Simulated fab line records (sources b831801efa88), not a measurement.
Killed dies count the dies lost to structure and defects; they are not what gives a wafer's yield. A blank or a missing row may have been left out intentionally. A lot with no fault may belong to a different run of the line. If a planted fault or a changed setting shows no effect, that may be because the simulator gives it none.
Problem report, 8D (eight disciplines) form, completed by code / flow sky130 / the parts of the form that need people (team, actions taken, sign-off) are left out

## 1. WHAT IS WRONG
Wafers without a fault read 100.05 W, standard deviation 0.29; biasW at SKY_METAL4_ETCH_16 reads a mean of 102.72 W on 6 wafers belonging to 2 lots. Measured from the usual mean, that is +9.2 standard deviations.
The step: etches BARC in N2/H2, stops on SiO2, time 88.2 s, target depth 60 nm.
First observed at day 44 12:30: wafer L745.1, on rieMetal-02. The record holds 36 wafers of 12 lots with a number at this step. Rule for "out" (also "out of limits"): further than 4 standard deviations from the usual mean. All remaining wafers that have a number are taken as sound.

## 2. WHAT IT IS, WHAT IT ISN'T
question=which readings at this step | is=biasW | is not=drypumpMotorCurrentA, oesProductAu
question=which lots | is=L745, L746 | is not=L737, L738, L739, L744, L747, L750, L756, L758, L759, L760
question=which wafers of those lots | is=all that have a number | is not=-
question=read on which tools | is=rieMetal-02 | is not=rieMetal-01, rieMetal-03
question=when | is=from day 44 12:30 | is not=up to then (12 sound wafers); but 18 sound wafers of L747, L750, L756, L758, L759, L760 came after

## 3. SUSPECTS, AND WHAT RULES EACH OUT
Counting: any tool at a process step up to the reading is kept as a suspect provided that every lot that is out went through it and no sound lot did after the first of them.
- cvdW-01 at SKY_VIA3_CVD_21 (deposits W, target thk 390 nm, time 117.31 s): ruled out as a lasting fault. Sound lots L747, L750, L758, L760 ran on it after its first lot that is out, L745 (day 42 13:55).
- rieMetal-02 at SKY_METAL4_ETCH_16 (etches BARC in N2/H2, stops on SiO2, time 88.2 s, target depth 60 nm): kept. Every lot that is out went through it, starting with L745 (day 44 12:30), and after that it ran no sound lot; the last sound lot it ran before then is L744 (day 43 20:02). Its own readings are out on those wafers: biasW.
The count leaves rieMetal-02 at SKY_METAL4_ETCH_16.

## 4. THE CAUSE (what the simulator had put in)
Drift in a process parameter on rieMetal-02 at SKY_METAL4_ETCH_16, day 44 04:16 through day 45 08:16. A move of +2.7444 in setting biasW, from 100. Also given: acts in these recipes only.
After counting, this tool was the only one left.

## 5. THE EFFECT CHAIN, in route order
One row per reading whose mean, taken over the struck wafers that have a number, lies over 3 standard deviations from the usual. Only readings for which the record gives a usual standard deviation are gone through. hours: the time from each lot's start at the first step in this table that gives one to its start at this step, as a median over the lots. sigmas: the change in usual standard deviations.
hours=0; step=SKY_METAL4_ETCH_16; reading=biasW; usual=100.05 W; on struck wafers=102.72; change=+2.67; sigmas=+9.2
The process steps in it:
- SKY_METAL4_ETCH_16: etches BARC in N2/H2, stops on SiO2, time 88.2 s, target depth 60 nm.

## 6. HOW IT WOULD HAVE BEEN CAUGHT EARLIER
In this record the first reading out of limits was taken at day 44 12:30, 8 hours after the fault began at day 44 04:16.
